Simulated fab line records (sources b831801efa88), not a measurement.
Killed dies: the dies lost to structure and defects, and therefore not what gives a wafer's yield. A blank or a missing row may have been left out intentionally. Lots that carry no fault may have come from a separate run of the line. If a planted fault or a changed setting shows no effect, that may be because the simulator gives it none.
Matching of chambers    flow gf180mcu    cmp-02 running GF_STI_CMP_25: 4 sister chambers
The step polishes, stops on Si3N4, t overpolish 33 s, target thk 524.6 nm. 14 wafers are shown with their chamber, then 7 later ones without.

## WAFERS, EACH WITH ITS CHAMBER
wafer   chamber  motorCurrentA (A)  overpolishRunS (s)  timeToEndpointS (s)
L991.3  0        11.8               33.020              119
L991.4  3        10.7               33.002              119
L991.5  3        11.1               32.996              119
L994.3  1        11.6               32.998              118
L994.5  0        12.1               33.001              117
L994.6  3        10.7               33.004              118
L995.1  3        11.3               33.002              124
L995.2  1        11.1               33.002              124
L995.3  2        14.7               32.987              127
L996.1  1        12.1               33.000              115
L996.3  2        13.5               32.989              119
L996.6  3        11.4               32.996              117
L106.1  1        12.1               33.008              119
L106.3  2        13.8               32.998              121

SIGNATURES (means of the wafers above)
reading          chamber 0  chamber 1  chamber 2  chamber 3  scatter within a chamber
motorCurrentA    11.950     11.725     14.000     11.040     0.441
overpolishRunS   33.01050   33.00200   32.99133   33.00000   0.00601
timeToEndpointS  118.00     119.00     122.33     119.40     3.28
Rule: a wafer lies at a distance from a chamber equal to the root of the sum of squares, over the readings, of (its reading less the chamber's mean, divided by the reading's scatter). The wafer belongs to the nearest chamber; if the next one is less than 2 further off, it can't be placed. The scatter: the root of (the sum of the squares of (reading less its chamber's mean) over the shown wafers, divided by (wafers less chambers)).

## WAFERS WITHOUT THEIR CHAMBER
wafer   motorCurrentA (A)  overpolishRunS (s)  timeToEndpointS (s)
L106.4  11.1               33.011              116
L108.1  13.1               33.002              119
L108.2  11.7               32.994              123
L108.3  10.5               33.008              126
L110.1  11.7               32.991              124
L110.2  12.1               32.994              122
L110.5  12.0               33.006              119

## WHICH CHAMBER EACH ONE RAN IN
wafer   from the rows above                in truth
L106.4  can't be placed: 0 or 3 or 1       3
L108.1  can't be placed: 2 or 0 or 1 or 3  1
L108.2  can't be placed: 1 or 3 or 0       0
L108.3  can't be placed: 3 or 1 or 0       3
L110.1  can't be placed: 1 or 3 or 0       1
L110.2  can't be placed: 1 or 3 or 0       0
L110.5  can't be placed: 0 or 1 or 3       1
0 of 7 placed correctly. Not placeable from these rows: 7 (in 7, the candidates include the true chamber). Number placed wrongly: 0.
